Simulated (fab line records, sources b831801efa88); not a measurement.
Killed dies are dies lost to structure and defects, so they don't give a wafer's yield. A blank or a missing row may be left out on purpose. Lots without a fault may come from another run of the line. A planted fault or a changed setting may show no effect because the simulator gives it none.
Which tool did it? | flow sky130 | 12 lots, 36 wafers sampled, at 4 steps of a route of 708

WHAT THE GAUGES READ, wafer by wafer
SKY_METAL2_OVL_MEAS_16.
lot  | measured     | on         | METAL2_OVL (nm)
L369 | day 35 02:23 | overlay-01 | 2 -3 6
L370 | day 35 13:15 | overlay-01 | 0 7 2
L371 | day 35 20:14 | overlay-02 | 1 2 3
L373 | day 36 15:19 | overlay-01 | -10 -2 3
L375 | day 37 01:50 | overlay-01 | -4 -3 0
L376 | day 37 14:24 | overlay-01 | 2 2 1
L381 | day 39 11:23 | overlay-01 | 0 1 -6
L382 | day 39 17:17 | overlay-02 | -3 -3 -3
L386 | day 40 14:36 | overlay-02 | 1 -6 3
L385 | day 40 15:13 | overlay-02 | -8 -2 1
L388 | day 41 03:36 | overlay-02 | -4 -4 -6
L391 | day 41 23:15 | overlay-02 | -3 -1 -6

WHICH TOOL RAN EACH LOT (tool, then ch and the chambers of the sampled wafers, then the start)
lot  | SKY_VIA1_CMP_24               | SKY_METAL2_SPUTTER_04        | SKY_METAL2_COAT_10
L369 | cmp-02 ch 0,3, day 33 23:31   | pvd_sputter-03, day 33 23:55 | litho_track-01 ch 0, day 34 12:00
L370 | cmp-01 ch 1,2,3, day 34 09:53 | pvd_sputter-03, day 34 10:11 | litho_track-04 ch 0, day 35 00:00
L371 | cmp-01 ch 0,2,3, day 34 17:16 | pvd_sputter-03, day 34 17:39 | litho_track-01 ch 0, day 35 06:00
L373 | cmp-02 ch 1,2,3, day 35 13:05 | pvd_sputter-04, day 35 13:22 | litho_track-04 ch 0, day 36 02:00
L375 | cmp-01 ch 0,1, day 35 23:38   | pvd_sputter-04, day 36 00:02 | litho_track-02 ch 0, day 36 12:00
L376 | cmp-01 ch 1,2, day 36 12:26   | pvd_sputter-03, day 36 12:47 | litho_track-02 ch 0, day 37 01:00
L381 | cmp-02 ch 0,1,3, day 38 09:38 | pvd_sputter-02, day 38 09:52 | litho_track-02 ch 0, day 38 22:00
L382 | cmp-01 ch 1,2,3, day 38 15:32 | pvd_sputter-03, day 38 15:56 | litho_track-02 ch 0, day 39 05:00
L386 | cmp-01 ch 0,2, day 39 13:42   | pvd_sputter-02, day 39 14:02 | litho_track-01 ch 0, day 40 02:00
L385 | cmp-02 ch 1,2, day 39 14:28   | pvd_sputter-03, day 39 14:52 | litho_track-01 ch 0, day 40 03:00
L388 | cmp-02 ch 0,1,2, day 40 02:50 | pvd_sputter-04, day 40 03:11 | litho_track-01 ch 0, day 40 15:00
L391 | cmp-01 ch 1,2,3, day 40 21:49 | pvd_sputter-03, day 40 22:10 | litho_track-01 ch 0, day 41 10:00
- SKY_VIA1_CMP_24: polishes, stops on SiO2, t overpolish 15 s, target thk 0 nm.
- SKY_METAL2_SPUTTER_04: material TiN, target thk 70 nm, time 58.3 s.
- SKY_METAL2_COAT_10: resist thk 447.1 nm.

WHAT THE TOOLS THEMSELVES READ (means of the sampled wafers that have a number; where no wafer has one, the mark that the record gives instead)
SKY_VIA1_CMP_24.
lot  | tool   | motor_current_A (A) | overpolish_run_s (s) | time_to_endpoint_s (s)
L369 | cmp-02 | 11.5                | 14.998               | 68
L370 | cmp-01 | 10.9                | 15.001               | 68
L371 | cmp-01 | 11.1                | 14.993               | 67
L373 | cmp-02 | 11.3                | 15.010               | 70
L375 | cmp-01 | 11.1                | 14.995               | 61
L376 | cmp-01 | 10.9                | 15.005               | 65
L381 | cmp-02 | 11.9                | 15.003               | 62
L382 | cmp-01 | 10.7                | 15.000               | 70
L386 | cmp-01 | 12.0                | 14.994               | 64
L385 | cmp-02 | 10.3                | 15.008               | 63
L388 | cmp-02 | 10.3                | 14.998               | 63
L391 | cmp-01 | 11.0                | 14.998               | 64

SKY_METAL2_SPUTTER_04.
lot  | tool           | throttle_valve_pct (%)
L369 | pvd_sputter-03 | 30.3
L370 | pvd_sputter-03 | 29.3
L371 | pvd_sputter-03 | 30.8
L373 | pvd_sputter-04 | 31.1
L375 | pvd_sputter-04 | 31.3
L376 | pvd_sputter-03 | 31.2
L381 | pvd_sputter-02 | 30.8
L382 | pvd_sputter-03 | 30.9
L386 | pvd_sputter-02 | 31.2
L385 | pvd_sputter-03 | 30.5
L388 | pvd_sputter-04 | 31.2
L391 | pvd_sputter-03 | 29.9

SKY_METAL2_COAT_10.
lot  | tool           | spin_speed_rpm (rpm)
L369 | litho_track-01 | 3000.4
L370 | litho_track-04 | 2999.8
L371 | litho_track-01 | 3002.8
L373 | litho_track-04 | 3001.3
L375 | litho_track-02 | 3000.6
L376 | litho_track-02 | 2999.1
L381 | litho_track-02 | 2753.2
L382 | litho_track-02 | 2754.9
L386 | litho_track-01 | 3000.1
L385 | litho_track-01 | 2998.7
L388 | litho_track-01 | 2999.8
L391 | litho_track-01 | 3001.8

THE ANSWER, worked out from the rows above alone
Rule: what is usual is taken from the lots themselves. Put in order of their means at a reading, lots are off if they are a third of the lots or fewer, leave a main group of 4 or more, and stand apart from it by a gap of 3 or more times the standard deviation of the main group's means; of several such gaps the widest counts. A main group whose means are all the same, to the digits that the tables above print for the reading, isn't used. A lot without any number at a reading at which 4 lots or more have one is off too. The other lots that the step has rows for count as sound. The gauges are gone through in route order, then the tools' own readings, and for those a lot's mean is taken as printed above. The first step at which some lot is off is used, and at that step the reading that is off furthest; a lot without a number counts as furthest.
Off: L381, L382, at SKY_METAL2_COAT_10 (spin_speed_rpm). The main group: mean 3000.4 rpm, standard deviation 1.2.
A tool fits if, at that step or a process step before it, it ran every lot that is off, and no sound lot after the first of them. One fits: litho_track-02 at SKY_METAL2_COAT_10. Its last sound lot is L376 (day 37 01:00), its first lot that is off L381 (day 38 22:00): a fault that began between those two fits.
The tool's own readings at SKY_METAL2_COAT_10 bear it out: on the lots that are off they differ by more than 5 times the standard deviation of the sound lots' means. spin_speed_rpm reads 2754.1 rpm there against 3000.4 rpm on the sound lots.

WHAT THE SIMULATOR HAD PUT IN
Process parameter drift: litho_track-02, from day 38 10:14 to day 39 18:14, at SKY_METAL2_COAT_10. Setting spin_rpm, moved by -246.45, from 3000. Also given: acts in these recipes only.
Lots struck among those shown: L381, L382. The rule above found the same.
